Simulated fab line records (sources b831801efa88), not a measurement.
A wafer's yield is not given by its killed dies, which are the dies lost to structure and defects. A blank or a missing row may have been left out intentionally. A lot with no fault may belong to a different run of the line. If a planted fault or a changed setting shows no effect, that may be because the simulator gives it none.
Which tool is to blame? / flow sky130 / Sampling: 6 lots, 18 wafers, 2 of 708 route steps

## WHAT THE GAUGES SHOWED, per wafer
SKY_POLY_GATE_THK_MEAS_21.
lot=L234; measured=day 16 23:25; on=film metro-01; POLY_GATE_OXIDATION_THK (nm)=3.96 3.98 4.03
lot=L236; measured=day 18 10:17; on=film metro-03; POLY_GATE_OXIDATION_THK (nm)=3.88 3.95 3.89
lot=L239; measured=day 18 11:17; on=film metro-03; POLY_GATE_OXIDATION_THK (nm)=4.04 4.06 4.01
lot=L248; measured=day 22 11:50; on=film metro-02; POLY_GATE_OXIDATION_THK (nm)=6.05 6.07 6.02
lot=L247; measured=day 22 13:06; on=film metro-03; POLY_GATE_OXIDATION_THK (nm)=5.98 5.93 6.04
lot=L254; measured=day 24 01:42; on=film metro-03; POLY_GATE_OXIDATION_THK (nm)=4.07 4.06 4.09

## WHAT TOOL EACH LOT RAN ON (gives the tool, then ch and the chambers of the sampled wafers, and finally the start)
lot=L234; SKY_POLY_GATE_OXIDATION_20=furnace-02 ch 0, day 16 22:09
lot=L236; SKY_POLY_GATE_OXIDATION_20=furnace-01 ch 0, day 18 09:01
lot=L239; SKY_POLY_GATE_OXIDATION_20=furnace-02 ch 0, day 18 10:02
lot=L248; SKY_POLY_GATE_OXIDATION_20=furnace-02 ch 0, day 22 10:35
lot=L247; SKY_POLY_GATE_OXIDATION_20=furnace-02 ch 0, day 22 11:50
lot=L254; SKY_POLY_GATE_OXIDATION_20=furnace-01 ch 0, day 24 00:26
- SKY_POLY_GATE_OXIDATION_20: stabilise 600 s, purge 300 s, target thk 4 nm.

## THE ANSWER, worked out from the rows above alone
Rule: what is usual is taken from the lots themselves. The widest of any qualifying gaps counts: lots, ordered by their means at a reading, are off when they make up no more than a third of the lots, leave a main group of 4 or more, and stand apart from it by 3 or more times the standard deviation of that group's means. If all means in a main group match to the digits the tables above print for the reading, that group is not used. Also off: a lot with no number at a reading for which 4 or more lots have one. The other lots that the step has rows for count as sound.
Off: at SKY_POLY_GATE_THK_MEAS_21 (POLY_GATE_OXIDATION_THK), L248, L247. For the main group the mean is 4.00 nm and the standard deviation 0.062.
A tool fits if, at a process step before that reading, it ran every lot that is off, and no sound lot after the first of them. Those tools and the gauges at SKY_POLY_GATE_THK_MEAS_21 are tried in the same way. One fits: SKY_POLY_GATE_OXIDATION_20 on furnace-02. Its last sound lot is L239 (day 18 10:02), its first lot that is off L248 (day 22 10:35): a fault that began between those two fits.

## WHAT THE SIMULATOR HAD INSERTED
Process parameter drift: furnace-02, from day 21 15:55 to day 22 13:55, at SKY_POLY_GATE_OXIDATION_20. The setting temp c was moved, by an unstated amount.
Lots struck among those shown: L248, L247. This agrees with what the rule above found.
